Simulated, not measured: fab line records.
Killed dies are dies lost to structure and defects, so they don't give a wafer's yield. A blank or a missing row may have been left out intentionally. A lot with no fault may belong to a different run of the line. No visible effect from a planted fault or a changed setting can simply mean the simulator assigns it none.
The tool behind it: which one? -- flow gf180mcu -- Sampling: 10 lots, 30 wafers, 4 of 602 route steps

== WHAT THE GAUGES READ, wafer by wafer ==
GF_MIM_RS_MEAS_10: measurement is done with a four-point probe.
lot,measured,on,MIM_ALCU_RS (ohm/sq)
L513,day 25 05:23,film_metro-01,0.1582 0.1595 0.1566
L515,day 25 15:47,film_metro-02,0.1581 0.1582 0.1581
L516,day 26 05:40,film_metro-03,0.1606 0.1589 0.1608
L518,day 27 04:42,film_metro-02,9.5423 9.5385 9.5040
L519,day 28 00:40,film_metro-02,9.3158 9.3725 9.4481
L521,day 28 05:23,film_metro-02,9.3610 9.3546 9.5784
L524,day 29 03:40,film_metro-02,0.1615 0.1615 0.1614
L527,day 29 16:37,film_metro-03,0.1619 0.1586 0.1590
L532,day 31 04:03,film_metro-03,0.1624 0.1618 0.1602
L533,day 31 22:54,film_metro-02,0.1618 0.1636 0.1623

== EACH LOT AND THE TOOL THAT RAN IT (in order: tool; ch and the chambers of the sampled wafers; start) ==
lot,GF_V3_ETCH_17,GF_MIM_SPUTTER_00,GF_MIM_SPUTTER_08
L513,"rie_diel-01 ch 0,2,3, day 24 04:08 or earlier","pvd_sputter-04, day 25 04:59","pvd_sputter-01, day 25 05:20"
L515,"rie_diel-03 ch 1,2,3, day 24 15:31 or earlier","pvd_sputter-04, day 25 15:20","pvd_sputter-01, day 25 15:42"
L516,"rie_diel-03 ch 1,2,3, day 25 05:18 or earlier","pvd_sputter-01, day 26 05:14","pvd_sputter-02, day 26 05:36"
L518,"rie_diel-03 ch 1,2,3, day 26 05:30 or earlier","pvd_sputter-01, day 27 04:17","pvd_sputter-01, day 27 04:38"
L519,"rie_diel-03 ch 0,1, day 27 00:46 or earlier","pvd_sputter-02, day 28 00:14","pvd_sputter-01, day 28 00:35"
L521,"rie_diel-04 ch 0,1, day 27 05:43 or earlier","pvd_sputter-02, day 28 04:56","pvd_sputter-01, day 28 05:18"
L524,"rie_diel-01 ch 1,2,3, day 28 04:43 or earlier","pvd_sputter-01, day 29 03:14","pvd_sputter-02, day 29 03:35"
L527,"rie_diel-03 ch 0,1,3, day 28 18:20 or earlier","pvd_sputter-02, day 29 16:11","pvd_sputter-01, day 29 16:34"
L532,"rie_diel-04 ch 1,2,3, day 30 06:58 or earlier","pvd_sputter-04, day 31 03:36","pvd_sputter-01, day 31 03:58"
L533,"rie_diel-03 ch 0,3, day 31 02:17 or earlier","pvd_sputter-02, day 31 22:29","pvd_sputter-01, day 31 22:51"
- GF_V3_ETCH_17: etches SiO2 in C4F8/O2/Ar, stops on TiN, target depth 635 nm.
- GF_MIM_SPUTTER_00: material Ti, target thk 37.5 nm, time 150 s.
- GF_MIM_SPUTTER_08: material AlCu, target thk 200 nm, time 10.6 s.

== THE ANSWER, worked out from the rows above alone ==
Rule: the usual values come from the lots themselves. Put in order of their means at a reading, lots are off if they are a third of the lots or fewer, leave a main group of 4 or more, and stand apart from it by a gap of 3 or more times the standard deviation of the main group's means; of several such gaps the widest counts. Not used: any main group whose means are identical at the precision the tables above print for the reading. Also off: a lot with no number at a reading for which 4 or more lots have one. All remaining lots with rows at the step are treated as sound.
Off: at GF_MIM_RS_MEAS_10 (MIM_ALCU_RS), L518, L519, L521. Main group: mean 0.1602 ohm/sq, sd 0.0016.
If a tool, at a process step before that reading, ran all the lots that are off and no sound lot after the first of them, it fits. Those tools and the gauges at GF_MIM_RS_MEAS_10 are tried in the same way. GF_V3_ETCH_17: start missing for some lots; hours and lot order therefore follow GF_M4_CD_MEAS_14. Not one of the candidates tried fits.

== WHAT THE SIMULATOR HAD INSERTED ==
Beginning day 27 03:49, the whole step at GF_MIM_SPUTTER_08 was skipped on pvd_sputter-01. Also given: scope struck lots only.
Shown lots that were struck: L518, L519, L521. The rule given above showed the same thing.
